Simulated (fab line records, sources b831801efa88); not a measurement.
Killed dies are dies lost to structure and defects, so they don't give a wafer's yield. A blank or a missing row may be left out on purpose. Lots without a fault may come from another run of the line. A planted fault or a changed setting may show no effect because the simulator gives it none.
Which tool did it? | flow sky130 | 15 lots, 45 wafers sampled, at 7 steps of a route of 708

WHAT THE GAUGES READ, wafer by wafer
SKY_METAL1_RS_MEAS_05: measures by four-point-probe.
lot  | measured     | on            | METAL1_ALCU_RS (ohm/sq)
L954 | day 30 23:00 | film_metro-04 | 0.1323 0.1307 0.1309
L955 | day 32 00:58 | film_metro-01 | 0.1339 0.1319 0.1339
L956 | day 32 20:37 | film_metro-01 | 0.1331 0.1343 0.1331
L957 | day 33 04:02 | film_metro-01 | 0.1325 0.1330 0.1338
L959 | day 33 23:31 | film_metro-04 | 0.1317 0.1297 0.1313
L960 | day 34 15:23 | film_metro-04 | 0.1319 0.1325 0.1322
L962 | day 34 16:42 | film_metro-04 | 0.1318 0.1326 0.1322
L961 | day 34 21:24 | film_metro-01 | 0.1345 0.1342 0.1344
L964 | day 35 00:37 | film_metro-04 | 0.0878 0.0869 0.0880
L965 | day 36 20:40 | film_metro-04 | 0.0886 0.0887 0.0883
L968 | day 36 22:14 | film_metro-02 | 0.0881 0.0878 0.0879
L973 | day 37 18:58 | film_metro-04 | 0.1310 0.1313 0.1332
L974 | day 38 05:31 | film_metro-02 | 0.1340 0.1359 0.1343
L975 | day 38 06:00 | film_metro-04 | 0.1337 0.1331 0.1335
L977 | day 39 03:50 | film_metro-04 | 0.1319 0.1319 0.1313

SKY_METAL1_THK_MEAS_06: measures by xrf.
lot  | measured     | on            | METAL1_ALCU_THK (nm)
L954 | day 30 23:07 | film_metro-04 | 234.9 239.8 237.8
L955 | day 32 01:05 | film_metro-01 | 235.0 237.2 232.7
L956 | day 32 20:43 | film_metro-01 | 235.3 230.7 234.8
L957 | day 33 04:09 | film_metro-01 | 238.0 235.2 235.0
L959 | day 33 23:38 | film_metro-04 | 237.4 239.2 235.9
L960 | day 34 15:31 | film_metro-04 | 235.5 234.9 237.2
L962 | day 34 16:49 | film_metro-04 | 236.5 237.0 235.9
L961 | day 34 21:31 | film_metro-01 | 232.7 233.2 231.7
L964 | day 35 00:43 | film_metro-04 | 351.7 353.7 352.1
L965 | day 36 20:47 | film_metro-04 | 346.0 348.8 349.7
L968 | day 36 22:21 | film_metro-02 | 349.9 354.9 354.8
L973 | day 37 19:05 | film_metro-04 | 238.0 237.1 235.0
L974 | day 38 05:38 | film_metro-02 | 234.5 230.6 231.7
L975 | day 38 06:06 | film_metro-04 | 233.9 234.3 233.5
L977 | day 39 03:57 | film_metro-04 | 237.2 237.6 236.8

SKY_METAL1_CD_MEAS_15: target cd 140 nm.
lot  | measured     | on        | cd_nm (nm)
L954 | day 32 03:18 | cd_sem-02 | 140.1 140.1 142.3
L955 | day 33 04:05 | cd_sem-02 | 144.0 142.9 143.6
L956 | day 33 23:11 | cd_sem-02 | 139.0 138.5 139.1
L957 | day 34 06:49 | cd_sem-02 | 136.9 138.2 139.3
L959 | day 35 02:39 | cd_sem-01 | 139.1 140.9 140.8
L960 | day 35 18:49 | cd_sem-02 | 139.8 138.8 139.2
L962 | day 35 19:37 | cd_sem-01 | 142.4 141.7 142.2
L961 | day 35 23:51 | cd_sem-02 | 140.9 138.7 139.8
L964 | day 36 02:54 | cd_sem-02 | 138.2 137.9 140.6
L965 | day 37 22:33 | cd_sem-02 | 140.4 138.3 138.8
L968 | day 38 00:29 | cd_sem-02 | 140.7 141.9 140.9
L973 | day 38 20:45 | cd_sem-01 | 139.0 138.3 138.2
L974 | day 39 06:28 | cd_sem-02 | 139.6 139.5 140.9
L975 | day 39 07:25 | cd_sem-02 | 141.4 142.6 141.3
L977 | day 40 04:11 | cd_sem-01 | 136.7 135.5 136.7

SKY_VIA1_RS_MEAS_22: measures by four-point-probe.
lot  | measured     | on            | VIA1_W_RS (ohm/sq)
L954 | day 33 08:49 | film_metro-03 | 0.421 0.427 0.424
L955 | day 34 08:49 | film_metro-02 | 0.430 0.427 0.431
L956 | day 35 04:21 | film_metro-01 | 0.432 0.424 0.423
L957 | day 35 12:10 | film_metro-03 | 0.435 0.432 0.436
L959 | day 36 07:28 | film_metro-01 | 0.419 0.427 0.437
L960 | day 36 23:47 | film_metro-03 | 0.433 0.431 0.432
L962 | day 37 00:13 | film_metro-02 | 0.435 0.431 0.432
L961 | day 37 04:14 | film_metro-03 | 0.430 0.417 0.422
L964 | day 37 07:59 | film_metro-01 | 0.427 0.420 0.425
L965 | day 39 02:48 | film_metro-01 | 0.429 0.434 0.429
L968 | day 39 04:48 | film_metro-02 | 0.429 0.429 0.428
L973 | day 40 00:06 | film_metro-03 | 0.421 0.423 0.429
L974 | day 40 10:11 | film_metro-02 | 0.435 0.431 0.430
L975 | day 40 10:32 | film_metro-01 | 0.430 0.419 0.427
L977 | day 41 06:31 | film_metro-01 | 0.428 0.429 0.429

WHICH TOOL RAN EACH LOT (tool, then ch and the chambers of the sampled wafers, then the start)
lot  | SKY_METAL1_SPUTTER_02        | SKY_METAL1_METAL_ETCH_19          | SKY_METAL1_STRIP_20
L954 | pvd_sputter-01, day 30 22:55 | rie_metal-03 ch 0,1, day 32 03:33 | plasma_asher-03 ch 0,1, day 32 03:38
L955 | pvd_sputter-01, day 32 00:53 | rie_metal-01 ch 0,1, day 33 04:20 | plasma_asher-01 ch 0,1, day 33 04:25
L956 | pvd_sputter-03, day 32 20:29 | rie_metal-02 ch 0,1, day 33 23:26 | plasma_asher-03 ch 0,1, day 33 23:31
L957 | pvd_sputter-02, day 33 03:56 | rie_metal-03 ch 0, day 34 07:05   | plasma_asher-04 ch 0,1, day 34 07:10
L959 | pvd_sputter-02, day 33 23:25 | rie_metal-01 ch 0,1, day 35 02:54 | plasma_asher-01 ch 0,1, day 35 02:59
L960 | pvd_sputter-03, day 34 15:18 | rie_metal-02 ch 0,1, day 35 19:04 | plasma_asher-03 ch 0,1, day 35 19:09
L962 | pvd_sputter-03, day 34 16:35 | rie_metal-01 ch 0,1, day 35 19:51 | plasma_asher-01 ch 0,1, day 35 19:56
L961 | pvd_sputter-01, day 34 21:19 | rie_metal-01 ch 0,1, day 36 00:06 | plasma_asher-01 ch 0,1, day 36 00:11
L964 | pvd_sputter-03, day 35 00:29 | rie_metal-01 ch 0,1, day 36 03:08 | plasma_asher-03 ch 0,1, day 36 03:14
L965 | pvd_sputter-03, day 36 20:35 | rie_metal-02 ch 0,1, day 37 22:48 | plasma_asher-01 ch 0,1, day 37 22:53
L968 | pvd_sputter-03, day 36 22:08 | rie_metal-03 ch 0, day 38 00:50   | plasma_asher-01 ch 0,1, day 38 01:01
L973 | pvd_sputter-01, day 37 18:52 | rie_metal-02 ch 0,1, day 38 21:00 | plasma_asher-04 ch 0,1, day 38 21:05
L974 | pvd_sputter-01, day 38 05:26 | rie_metal-03 ch 1, day 39 06:49   | plasma_asher-03 ch 0,1, day 39 06:59
L975 | pvd_sputter-01, day 38 05:52 | rie_metal-01 ch 0,1, day 39 07:40 | plasma_asher-01 ch 0,1, day 39 07:46
L977 | pvd_sputter-03, day 39 03:44 | rie_metal-02 ch 0, day 40 04:32   | plasma_asher-03 ch 0,1, day 40 04:41
- SKY_METAL1_SPUTTER_02: material AlCu, target thk 250 nm, time 13.3 s.
- SKY_METAL1_METAL_ETCH_19: etches the open film in Cl2/BCl3, stops on SiO2, target depth 360 nm, time 78 s.
- SKY_METAL1_STRIP_20: strips in O2/N2.

WHAT THE TOOLS THEMSELVES READ (means of the sampled wafers that have a number; where no wafer has one, the mark that the record gives instead)
SKY_METAL1_SPUTTER_02.
lot  | tool           | throttle_valve_pct (%)
L954 | pvd_sputter-01 | 29.9
L955 | pvd_sputter-01 | 29.4
L956 | pvd_sputter-03 | 28.3
L957 | pvd_sputter-02 | 29.7
L959 | pvd_sputter-02 | 29.7
L960 | pvd_sputter-03 | 28.1
L962 | pvd_sputter-03 | 30.9
L961 | pvd_sputter-01 | 29.5
L964 | pvd_sputter-03 | 30.3
L965 | pvd_sputter-03 | 29.3
L968 | pvd_sputter-03 | 29.7
L973 | pvd_sputter-01 | 29.9
L974 | pvd_sputter-01 | 29.3
L975 | pvd_sputter-01 | 29.2
L977 | pvd_sputter-03 | 31.0

SKY_METAL1_METAL_ETCH_19.
lot  | tool         | drypump_motor_current_A (A) | oes_product_au (a.u.) | throttle_valve_pct (%)
L954 | rie_metal-03 | 6.3                         | 0.854                 | 22.255
L955 | rie_metal-01 | 5.7                         | 0.862                 | 22.269
L956 | rie_metal-02 | 6.2                         | 0.870                 | 22.270
L957 | rie_metal-03 | 6.5                         | 0.861                 | 22.268
L959 | rie_metal-01 | 5.7                         | 0.843                 | 22.268
L960 | rie_metal-02 | 6.3                         | 0.839                 | 22.267
L962 | rie_metal-01 | 5.4                         | 0.855                 | 22.262
L961 | rie_metal-01 | 5.7                         | 0.863                 | 22.265
L964 | rie_metal-01 | 5.7                         | 0.955                 | 22.266
L965 | rie_metal-02 | 6.3                         | 0.949                 | 22.269
L968 | rie_metal-03 | 6.5                         | 0.954                 | 22.263
L973 | rie_metal-02 | 6.3                         | 0.855                 | 22.259
L974 | rie_metal-03 | 5.7                         | 0.862                 | 22.265
L975 | rie_metal-01 | 5.4                         | 0.865                 | 22.260
L977 | rie_metal-02 | 6.4                         | 0.842                 | 22.268

SKY_METAL1_STRIP_20.
lot  | tool            | drypump_motor_current_A (A) | oes_product_au (a.u.) | strip_time_to_endpoint_s (s)
L954 | plasma_asher-03 | 5.5                         | 0.339                 | 2.73
L955 | plasma_asher-01 | 5.4                         | 0.346                 | 2.75
L956 | plasma_asher-03 | 5.7                         | 0.340                 | 2.66
L957 | plasma_asher-04 | 6.1                         | 0.346                 | 2.75
L959 | plasma_asher-01 | 5.2                         | 0.343                 | 2.75
L960 | plasma_asher-03 | 5.7                         | 0.347                 | 2.70
L962 | plasma_asher-01 | 5.2                         | 0.340                 | 2.68
L961 | plasma_asher-01 | 5.3                         | 0.345                 | 2.74
L964 | plasma_asher-03 | 5.7                         | 0.350                 | 2.74
L965 | plasma_asher-01 | 5.2                         | 0.347                 | 2.71
L968 | plasma_asher-01 | 5.2                         | 0.344                 | 2.73
L973 | plasma_asher-04 | 6.1                         | 0.343                 | 2.66
L974 | plasma_asher-03 | 5.5                         | 0.345                 | 2.67
L975 | plasma_asher-01 | 5.5                         | 0.346                 | 2.75
L977 | plasma_asher-03 | 5.7                         | 0.343                 | 2.66

THE ANSWER, worked out from the rows above alone
Rule: what is usual is taken from the lots themselves. Put in order of their means at a reading, lots are off if they are a third of the lots or fewer, leave a main group of 4 or more, and stand apart from it by a gap of 3 or more times the standard deviation of the main group's means; of several such gaps the widest counts. A main group whose means are all the same, to the digits that the tables above print for the reading, isn't used. A lot without any number at a reading at which 4 lots or more have one is off too. The other lots that the step has rows for count as sound. The gauges are gone through in route order, then the tools' own readings, and for those a lot's mean is taken as printed above. The first step at which some lot is off is used, and at that step the reading that is off furthest; a lot without a number counts as furthest.
Off: L964, L965, L968, at SKY_METAL1_RS_MEAS_05 (METAL1_ALCU_RS). The main group: mean 0.1327 ohm/sq, standard deviation 0.0012.
A tool fits if, at a process step before that reading, it ran every lot that is off, and no sound lot after the first of them. The gauges at SKY_METAL1_RS_MEAS_05 aren't tried: what is off there is off at SKY_METAL1_METAL_ETCH_19 too, on other tools, and a gauge's error can't cause that. None of those tried fits.

WHAT THE SIMULATOR HAD PUT IN
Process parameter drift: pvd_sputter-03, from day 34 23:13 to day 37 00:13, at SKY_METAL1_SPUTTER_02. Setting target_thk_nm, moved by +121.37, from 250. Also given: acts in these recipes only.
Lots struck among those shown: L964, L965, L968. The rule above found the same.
